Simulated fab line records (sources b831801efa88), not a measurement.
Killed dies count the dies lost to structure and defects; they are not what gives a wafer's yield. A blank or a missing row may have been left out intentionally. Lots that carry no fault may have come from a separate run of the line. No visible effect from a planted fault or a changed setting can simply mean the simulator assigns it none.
Which tool was responsible? | flow sky130 | 42 wafers from 14 lots sampled at 4 of the route's 708 steps

## WHAT EACH GAUGE READ, for each wafer
SKY_VIA3_OVL_MEAS_13.
lot  | measured     | on         | VIA3_OVL (nm)
L751 | day 39 12:40 | overlay-02 | 3 -12 -4
L752 | day 39 19:37 | overlay-01 | 2 6 12
L753 | day 39 22:46 | overlay-01 | 4 2 0
L756 | day 41 20:22 | overlay-01 | 3 -6 5
L755 | day 41 21:44 | overlay-01 | 10 12 8
L757 | day 41 15:58 | overlay-01 | 0 5 -3
L766 | day 43 22:35 | overlay-01 | -2 -5 1
L767 | day 44 04:44 | overlay-01 | 4 1 13
L768 | day 44 11:14 | overlay-01 | 13 8 5
L769 | day 44 17:50 | overlay-02 | 2 -2 2
L771 | day 45 06:29 | overlay-02 | -4 3 5
L772 | day 45 22:08 | overlay-02 | -3 -3 -10
L773 | day 45 23:37 | overlay-01 | -7 7 -1
L774 | day 45 23:50 | overlay-02 | -5 -6 3

SKY_PASSIVATION_THK_MEAS_03.
lot  | measured     | on            | PASSIVATION_CVD_02_THK (nm)
L751 | day 43 15:49 | film_metro-03 | 533 555 545
L752 | day 43 23:13 | film_metro-04 | 543 553 539
L753 | day 44 02:28 | film_metro-01 | 526 552 542
L756 | day 45 20:17 | film_metro-01 | 534 547 546
L755 | day 45 20:37 | film_metro-01 | 540 547 541
L757 | day 45 16:49 | film_metro-01 | 547 553 547
L766 | day 47 17:17 | film_metro-04 | 538 551 551
L767 | day 47 22:37 | film_metro-04 | 544 537 554
L768 | day 48 04:51 | film_metro-01 | 525 530 536
L769 | day 48 09:06 | film_metro-04 | 547 549 547
L771 | day 48 20:34 | film_metro-01 | 535 541 546
L772 | day 49 09:02 | film_metro-03 | 539 541 541
L773 | day 49 09:34 | film_metro-04 | 534 540 555
L774 | day 49 12:43 | film_metro-03 | 529 541 540

## EACH LOT AND THE TOOL THAT RAN IT (in order: tool; ch and the chambers of the sampled wafers; start)
lot  | SKY_SONOS_ONO_CVD_02        | SKY_METAL3_STRIP_19
L751 | lpcvd-02 ch 1, day 11 14:04 | plasma_asher-02 ch 0,1, day 38 10:20
L752 | lpcvd-02 ch 0, day 11 21:01 | plasma_asher-04 ch 0,1, day 38 18:04
L753 | lpcvd-02 ch 0, day 11 21:01 | plasma_asher-02 ch 0,1, day 38 20:55
L756 | lpcvd-02 ch 1, day 13 16:50 | plasma_asher-04 ch 0,1, day 40 19:51
L755 | lpcvd-02 ch 0, day 13 19:05 | plasma_asher-03 ch 0,1, day 40 20:31
L757 | lpcvd-02 ch 0, day 13 19:05 | plasma_asher-04 ch 0,1, day 40 15:14
L766 | lpcvd-02 ch 1, day 16 11:44 | plasma_asher-03 ch 0,1, day 42 22:19
L767 | lpcvd-02 ch 1, day 16 19:15 | plasma_asher-04 ch 0,1, day 43 05:25
L768 | lpcvd-02 ch 1, day 17 05:41 | plasma_asher-02 ch 0,1, day 43 11:01
L769 | lpcvd-02 ch 1, day 17 15:49 | plasma_asher-02 ch 0,1, day 43 18:26
L771 | lpcvd-02 ch 1, day 18 02:05 | plasma_asher-04 ch 0,1, day 44 07:35
L772 | lpcvd-02 ch 1, day 18 16:50 | plasma_asher-04 ch 0,1, day 44 23:34
L773 | lpcvd-02 ch 1, day 18 22:12 | plasma_asher-04 ch 0,1, day 45 01:05
L774 | lpcvd-02 ch 1, day 19 03:59 | plasma_asher-02 ch 0,1, day 45 01:53
- SKY_SONOS_ONO_CVD_02: deposits Si3N4 from DCS/NH3, target thk 10.5 nm, time 180 s.
- SKY_METAL3_STRIP_19: strips in O2/N2.

## WHAT THE TOOLS THEMSELVES READ (means of the sampled wafers that have a number; where no wafer has one, the mark that the record gives instead)
SKY_METAL3_STRIP_19.
lot  | tool            | drypump_motor_current_A (A) | oes_product_au (a.u.) | strip_time_to_endpoint_s (s)
L751 | plasma_asher-02 | 5.2                         | 0.506                 | 6.57
L752 | plasma_asher-04 | 5.5                         | 0.505                 | 6.67
L753 | plasma_asher-02 | 5.4                         | 0.510                 | 6.68
L756 | plasma_asher-04 | 5.5                         | 0.504                 | 6.63
L755 | plasma_asher-03 | 5.9                         | 0.503                 | 6.53
L757 | plasma_asher-04 | 5.5                         | 0.501                 | 6.58
L766 | plasma_asher-03 | 5.8                         | 0.500                 | 6.51
L767 | plasma_asher-04 | 5.5                         | 0.506                 | 6.62
L768 | plasma_asher-02 | 5.2                         | 0.505                 | 6.56
L769 | plasma_asher-02 | 5.4                         | 0.505                 | 6.54
L771 | plasma_asher-04 | 5.6                         | 0.501                 | 6.59
L772 | plasma_asher-04 | 5.5                         | 0.503                 | 6.55
L773 | plasma_asher-04 | 5.5                         | 0.505                 | 6.56
L774 | plasma_asher-02 | 5.2                         | 0.500                 | 6.54

## THE ANSWER, worked out from the rows above alone
Rule: the lots themselves supply what counts as usual. Put in order of their means at a reading, lots are off if they are a third of the lots or fewer, leave a main group of 4 or more, and stand apart from it by a gap of 3 or more times the standard deviation of the main group's means; of several such gaps the widest counts. Not used: any main group whose means are identical at the precision the tables above print for the reading. A lot without any number at a reading at which 4 lots or more have one is off too. The other lots that the step has rows for count as sound. After the gauges, taken in route order, come the tools' own readings; for these a lot's mean is taken, as printed above. At the first step where some lot is off, the reading lying furthest off is the one used; lots without a number count as furthest.
No lot is off at any reading shown: from this, nothing can be told.

## WHAT THE SIMULATOR HAD INSERTED
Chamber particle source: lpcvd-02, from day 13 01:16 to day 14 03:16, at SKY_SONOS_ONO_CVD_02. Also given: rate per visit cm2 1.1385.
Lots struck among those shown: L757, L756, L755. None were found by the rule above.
